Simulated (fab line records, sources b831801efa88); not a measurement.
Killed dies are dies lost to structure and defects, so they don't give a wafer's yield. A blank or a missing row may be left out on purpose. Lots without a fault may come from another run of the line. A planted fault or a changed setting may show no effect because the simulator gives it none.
A struck lot beside a sound one | flow sky130 | 18 steps out of a route of 708
Sound: wafers L873.1, L873.3, L873.5. Struck: wafers L862.1, L862.5, L862.6. The cause comes at the end.
At each step with rows: each side's tool, then ch and its chambers, then its first start. Under that, the readings that differ: sound wafers | struck wafers | difference of the means | sigmas: that difference in standard deviations of wafers without a fault.
alike: readings whose means differ by less than 2 such deviations, and words and numbers that are the same on both sides. not compared: withheld readings, readings that some wafer has no value for, bounds like >300 that may hide the same value, and numbers for which the record gives no deviation and whose values overlap.
The two part at a step that has a row with sigmas, a row that says differs or no value, or rows on one side only. Numbers that don't overlap but have no deviation are shown without sigmas and don't part them. A reading that every wafer of one side lacks parts them only if that side has two wafers or more.

SKY_LDD_HVP_STRIP_09: strips in O2/N2.
  sound on plasma_asher-04 ch 0, day 27 17:49; struck on plasma_asher-02 ch 0,1, day 24 00:16
  reading                      | sound             | struck            | difference | sigmas
  strip_time_to_endpoint_s (s) | 4.160 4.157 4.160 | 4.104 4.129 4.124 | -0.040     | -3
  alike: drypump_motor_current_A, oes_product_au
  not compared: rf_hours_counter_h
SKY_LDD_HVP_TW_MEAS_10:
  sound on film_metro-02, day 27 17:55; struck on film_metro-02, day 24 00:22
  alike: LDD_HVP_TW
then, 7 steps without rows for these wafers: SKY_LDD_LDN_DEHYDRATE_00 (time 60 s); SKY_LDD_LDN_HMDS_01 (prime time 60 s); SKY_LDD_LDN_COAT_02 (resist thk 1140 nm); SKY_LDD_LDN_SOFTBAKE_03 (time 60 s); SKY_LDD_LDN_EXPOSE_04 (exposes mask LDNTM, target cd 700 nm); SKY_LDD_LDN_PEB_05; SKY_LDD_LDN_DEVELOP_06 (develop time 60 s).
SKY_LDD_LDN_OVL_MEAS_07:
  sound on overlay-02, day 28 22:26; struck on overlay-01, day 25 05:54
  alike: LDD_LDN_OVL
then, 2 steps without rows for these wafers: SKY_LDD_LDN_IMPLANT_08; SKY_LDD_LDN_IMPLANT_09.
SKY_LDD_LDN_IMPLANT_10:
  sound on implanter-03 ch 0, day 28 22:46; struck on implanter-03 ch 0, day 25 06:33
then, 1 step without rows for these wafers: SKY_LDD_LDN_IMPLANT_11.
SKY_LDD_LDN_STRIP_12: strips in O2/N2.
  sound on plasma_asher-04 ch 0,1, day 28 23:04; struck on plasma_asher-03 ch 0,1, day 25 06:51
  alike: drypump_motor_current_A, oes_product_au, strip_time_to_endpoint_s
  not compared: rf_hours_counter_h
SKY_LDD_LDN_TW_MEAS_13:
  sound on film_metro-04, day 28 23:10; struck on film_metro-02, day 25 07:11
  reading    | sound          | struck         | difference | sigmas
  LDD_LDN_TW | 1491 1495 1483 | 1579 1584 1594 | +96        | +11
then, 1 step without rows for these wafers: SKY_LDD_LDN_CLEAN_14 (cleans in SC1/SC2, time 150 s).
-- the record jumps here: 22 days lie between the struck wafers' starts before and after (it left off in module LDD_LDN and takes up again in module PAD_OPEN, whose first step shown is number 708 of the route) --
SKY_PAD_OPEN_PROBE_99:
  sound on prober-01, day 49 20:21; struck on prober-02, day 47 11:53
  reading                         | sound          | struck         | difference | sigmas
  killed_at_M4_up                 | 3 1 2          | 4 9 5          | +4         | +2
  model.etest.tip_sonos.rs_ohm_sq | 2624 2612 2619 | 2296 2314 2261 | -328       |
  alike: killed_at_M0_to_M3, killed_at_contacts, killed_at_front_end, killed_at_other, killed_dies, killed_open, killed_short

WHERE THEY PART
First at SKY_LDD_HVP_STRIP_09; last, within this record, at SKY_PAD_OPEN_PROBE_99.

WHY: what the simulator had put in
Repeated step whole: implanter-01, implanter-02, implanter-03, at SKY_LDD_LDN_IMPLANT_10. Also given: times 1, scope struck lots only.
